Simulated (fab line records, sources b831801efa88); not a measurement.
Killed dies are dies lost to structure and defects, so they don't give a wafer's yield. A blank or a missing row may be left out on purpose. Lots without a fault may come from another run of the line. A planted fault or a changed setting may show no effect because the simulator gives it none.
fab line records | flow sky130 | part 2 of 2: steps 38 to 38 of 38
record lots=5 wafers=15 last_day=51
route steps=708 shown SD_N@350 SD_P@359 RES_XHIGH@360 SALICIDE@361 LI_CONTACT@362 LOCAL_INTERCONNECT@387 PAD_OPEN@708
lots that met no fault: from a run of the same line without faults
start_h: hours from the record's first day to the start of the lot's first wafer shown | wait_h: hours since the lot's step before | " the same as in the row above | L1.1+2: a row that stands for several wafers | - no value, or no start given | * or withheld: withheld | < > ~ a bound
route shown NAME@n: a module of which the file shows steps, and the number in the route of the first | usual: mean/standard deviation of fault-free wafers | same: alike in all rows | chamber/n: place in a boat | sites: the reading at each site | _std_site: their standard deviation | _edge_site: outer sites' mean less inner sites' | radius_mm: how far each site lies from the wafer's centre | mask NAME#n: copy n | behind: the tool/chamber that last shaped the wafer | hold: why the lot was held/for how many hours/how that ended | device: the transistor (n, p or np) that didn't switch | end of line: the same wafers' tests at the end of the route | a step without rows: its recipe alone | killed: dies lost to structure and defects at the first sort, not the wafer's yield | map: a wafer's dies, x killed, . not, _ none there
set.NAME: the setting as run; set.NAME@STEP: as run at that earlier step | model.NAME: the simulator's own value behind a step, which no gauge read
lots at some steps of the route; a table a step, a row a wafer
services: from which hour (start_h, from the record's first day; less than 0 if before it) a tool's chamber was out of use, for how many hours, and why
## steps
# step SKY_PAD_OPEN_PROBE_99
# usual killed_at_M0_to_M3=44/7.2 killed_at_M4_up=2.9/1.8 killed_at_contacts=24/5.2 killed_at_front_end=15/4 killed_at_other=0.2/0.49 killed_dies=85/9.1 killed_open=47/6.8 killed_short=38/5.7
# same gross_dies=492 killed_at_back_side=0
# columns lot.wafer tool chamber start_h wait_h killed_at_M0_to_M3 killed_at_M4_up killed_at_contacts killed_at_front_end killed_at_other killed_dies killed_open killed_short model.etest.cap_li_to_poly.c_af_um2 model.etest.pfet_g5v0d10v5.r_on_ohm_um model.etest.nfet_g5v0d10v5.r_on_ohm_um model.etest.licon_high_po.rc_ohm model.etest.licon_ndiff.rc_ohm model.etest.nfet_01v8.r_on_ohm_um model.etest.sonos_uncharged.r_on_ohm_um model.etest.licon_pdiff.rc_ohm
L129.1 prober-02 - 1101.19 0.1 36 10 22 20 1 89 51 38 102.9 4821 1916 355.3 176.1 806.1 826 579.1
L129.5 prober-02 - 1101.39 0.2 39 1 25 13 0 78 45 33 102.1 4809 1898 351.3 180.3 835.7 844.2 572.8
L129.6 prober-02 - 1101.44 0.2 39 1 20 16 0 76 45 31 99.75 4798 1908 366.2 184 829.7 835.6 567.5
L135.4 prober-01 - 1138.99 0.2 36 4 32 14 0 86 47 39 101.1 4768 1886 355.9 193.1 875.8 833.7 593.9
L135.5 prober-01 - 1139.04 0.2 35 0 25 16 0 76 48 28 98.67 4738 1898 349.4 182.8 867.9 825.3 571.8
L135.6 prober-01 - 1139.09 0.2 41 3 28 14 0 86 50 36 96.61 4660 1860 335.7 178.2 835.4 807.7 600.7
L140.1 prober-01 - 1164.42 0.1 34 4 21 20 0 79 47 32 548.7 5069 1850 290.1 136.8 792.7 759.5 523.8
L140.3 prober-01 - 1164.52 0.2 42 2 27 16 0 87 40 47 945.4 5136 1845 287.2 132 795.9 779.4 539.8
L140.6 prober-01 - 1164.67 0.2 30 4 22 15 1 72 35 37 99.41 4926 1910 340.5 184.4 858.6 810.6 576.4
L146.1 prober-01 - 1195.17 0.1 43 7 29 8 1 88 42 46 96.91 4742 1892 379.4 181.8 809.7 795.1 584.6
L146.2 prober-01 - 1195.22 0.1 34 2 15 21 0 72 45 27 100.9 4740 1874 355.7 182.6 786.2 801.3 573.9
L146.4 prober-01 - 1195.32 0.2 42 3 13 13 0 71 40 31 101.2 4808 1912 358.8 187.8 807.9 813.5 586.8
L151.2 prober-02 - 1212.96 0.1 40 2 14 14 1 71 40 31 99.75 4780 1911 359.1 183.6 850.9 849.2 584.4
L151.5 prober-02 - 1213.11 0.2 40 5 21 11 0 77 46 31 97.83 4809 1908 367.1 192.6 862.1 846.2 592.6
L151.6 prober-02 - 1213.16 0.2 53 3 14 14 0 84 50 34 98.35 4697 1871 359.8 177.6 813.6 826 581.3
# killed by level:class
L129.1 CONTACT:geometric_particle:open=9 LI_CONTACT:geometric_particle:open=7 METAL1:geometric_particle:short=7 VIA1:geometric_particle:open=7 VIA2:geometric_particle:open=6 FIELD_ISO:geometric_particle:short=5 POLY_GATE:geometric_particle:short=5 METAL4:geometric_particle:short=5
L129.5 CONTACT:geometric_particle:open=8 VIA2:geometric_particle:open=7 CONTACT:geometric_particle:short=6 VIA1:geometric_particle:open=6 METAL1:geometric_particle:short=5 LI_CONTACT:geometric_particle:open=5 VIA3:geometric_particle:open=5 POLY_GATE:geometric_particle:open=4
L129.6 VIA1:geometric_particle:open=11 CONTACT:geometric_particle:open=10 VIA1:geometric_particle:short=6 VIA3:geometric_particle:open=6 FIELD_ISO:geometric_particle:short=5 LI_CONTACT:geometric_particle:open=5 FIELD_ISO:geometric_particle:open=4 METAL1:geometric_particle:short=4
L135.4 CONTACT:geometric_particle:open=15 VIA2:geometric_particle:open=9 VIA1:geometric_particle:open=8 FIELD_ISO:geometric_particle:short=6 LI_CONTACT:geometric_particle:open=6 METAL1:geometric_particle:short=5 VIA1:geometric_particle:short=4 METAL3:geometric_particle:short=4
L135.5 LI_CONTACT:geometric_particle:open=11 VIA2:geometric_particle:open=9 CONTACT:geometric_particle:open=8 FIELD_ISO:geometric_particle:open=5 VIA1:geometric_particle:open=5 FIELD_ISO:geometric_particle:short=4 VIA3:geometric_particle:short=4 METAL2:geometric_particle:short=4
L135.6 LI_CONTACT:geometric_particle:open=10 VIA2:geometric_particle:open=8 VIA1:geometric_particle:open=8 CONTACT:geometric_particle:short=6 CONTACT:geometric_particle:open=6 VIA3:geometric_particle:open=6 FIELD_ISO:geometric_particle:open=5 METAL2:geometric_particle:short=5
L140.1 VIA1:geometric_particle:open=10 CONTACT:geometric_particle:open=8 FIELD_ISO:geometric_particle:open=7 FIELD_ISO:geometric_particle:short=5 VIA3:geometric_particle:open=5 LI_CONTACT:geometric_particle:open=5 CONTACT:geometric_particle:short=5 POLY_GATE:geometric_particle:open=4
L140.3 CONTACT:geometric_particle:open=10 CONTACT:geometric_particle:short=7 VIA1:geometric_particle:open=7 VIA2:geometric_particle:open=7 VIA3:geometric_particle:open=6 FIELD_ISO:geometric_particle:short=5 LOCAL_INTERCONNECT:geometric_particle:short=5 VIA1:geometric_particle:short=5
L140.6 CONTACT:geometric_particle:open=7 LOCAL_INTERCONNECT:geometric_particle:short=6 FIELD_ISO:geometric_particle:short=5 LI_CONTACT:geometric_particle:open=5 VIA1:geometric_particle:open=5 VIA1:geometric_particle:short=4 VIA2:geometric_particle:short=4 METAL3:geometric_particle:short=4
L146.1 CONTACT:geometric_particle:open=10 VIA1:geometric_particle:open=8 VIA3:geometric_particle:open=8 CONTACT:geometric_particle:short=7 LOCAL_INTERCONNECT:geometric_particle:short=6 METAL2:geometric_particle:short=5 METAL1:geometric_particle:short=5 VIA2:geometric_particle:open=5
L146.2 CONTACT:geometric_particle:open=10 VIA3:geometric_particle:open=8 POLY_GATE:geometric_particle:open=7 FIELD_ISO:geometric_particle:short=6 VIA1:geometric_particle:open=6 VIA2:geometric_particle:open=5 FIELD_ISO:geometric_particle:open=4 LOCAL_INTERCONNECT:geometric_particle:short=4
L146.4 VIA3:geometric_particle:open=11 VIA1:geometric_particle:open=9 FIELD_ISO:geometric_particle:short=7 VIA2:geometric_particle:open=7 METAL2:geometric_particle:short=7 CONTACT:geometric_particle:open=6 METAL1:geometric_particle:short=4 METAL4:geometric_particle:short=3
L151.2 VIA3:geometric_particle:open=11 VIA1:geometric_particle:open=7 CONTACT:geometric_particle:open=5 METAL1:geometric_particle:short=5 FIELD_ISO:geometric_particle:open=4 METAL3:geometric_particle:short=4 LOCAL_INTERCONNECT:geometric_particle:short=4 VIA1:geometric_particle:short=4
L151.5 VIA1:geometric_particle:open=9 CONTACT:geometric_particle:open=8 VIA2:geometric_particle:open=7 METAL1:geometric_particle:short=6 LI_CONTACT:geometric_particle:short=5 VIA3:geometric_particle:open=5 VIA1:geometric_particle:short=4 POLY_GATE:geometric_particle:short=3
L151.6 VIA1:geometric_particle:open=15 METAL1:geometric_particle:short=11 VIA3:geometric_particle:open=10 POLY_GATE:geometric_particle:open=7 VIA2:geometric_particle:open=6 LOCAL_INTERCONNECT:geometric_particle:short=4 CONTACT:geometric_particle:open=4 METAL2:geometric_particle:short=4
## services
# columns tool chamber start_h hours kind
hdpcvd-01 - 650.75 15.0 pm
rie_diel-03 2 661.11 2.9 repair
cmp-01 - 663.25 1.7 repair
cvd_w-02 0 666.63 14.3 repair
rie_diel-04 0 666.77 4.9 repair
rtp_anneal-02 - 672.96 1.9 pm
cmp-01 - 673.23 2.2 repair
cvd_w-01 0 687.29 2.9 repair
plasma_asher-01 - 690.53 2.8 pm
rie_diel-04 0 697.34 1.5 repair
hdpcvd-02 - 701.15 2.8 pm
rie_diel-03 3 702.33 9.5 repair
rie_diel-03 1 719.12 2.4 repair
cmp-01 - 722.92 1.6 repair
pvd_sputter-04 - 727.20 4.8 repair
rie_diel-04 1 737.07 15.9 repair
rie_diel-04 2 737.77 10.9 repair
cmp-01 - 749.50 4.0 pm
cmp-02 - 773.32 1.6 repair
rie_diel-04 3 810.22 13.3 repair
cmp-02 - 844.01 6.1 repair
cmp-01 - 853.43 0.9 repair
rie_diel-04 1 855.35 5.1 repair
cvd_w-02 - 862.20 14.6 pm
## key
first_sign step=SKY_LI_CONTACT_THK_MEAS_01 reading=LI_CONTACT_HDPCVD_THK direction=down sigmas=63 usual=925 struck=296
effect step=SKY_LI_CONTACT_CMP_02 reading=time_to_endpoint_s direction=down sigmas=8.1 usual=* struck=*
effect step=SKY_LI_CONTACT_ETCH_15 reading=oes_product_au direction=down sigmas=48 usual=0.837 struck=0.607
model_effect step=SKY_LI_CONTACT_HDPCVD_00 value=PSG_of_LI_CONTACT_HDPCVD_00.thk_nm without=915.5 struck=296.2
model_effect step=SKY_LI_CONTACT_ETCH_15 value=LI_CONTACT.feature_depth_nm without=596.1 struck=296.2
model_effect step=SKY_LI_CONTACT_CMP_24 value=PSG_of_LI_CONTACT_HDPCVD_00.thk_nm without=586.7 struck=286.7
model_effect step=SKY_PAD_OPEN_PROBE_99 value=etest.cap_li_to_poly.c_af_um2 without=98.77 struck=747.1
met_at SKY_LI_CONTACT_HDPCVD_00
struck_wafers L140.1,L140.3
tester_left_out L140
onset_between 668.06 755.11
fault kind=process_parameter_drift tool=hdpcvd-01 chamber=- onset_h=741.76 steps=SKY_LI_CONTACT_HDPCVD_00 channel=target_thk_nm offset=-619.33 shape=step end_h=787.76 scope=struck_wafers_only acts_in=these_recipes_only stated=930
# tester_left_out: of these lots the tester's yield and bins aren't shown, on N5 and GAA mostly nor the transistor test; their killed dies are dies lost to structure and defects alone, not to doping, threshold or leakage, so they don't give the yield
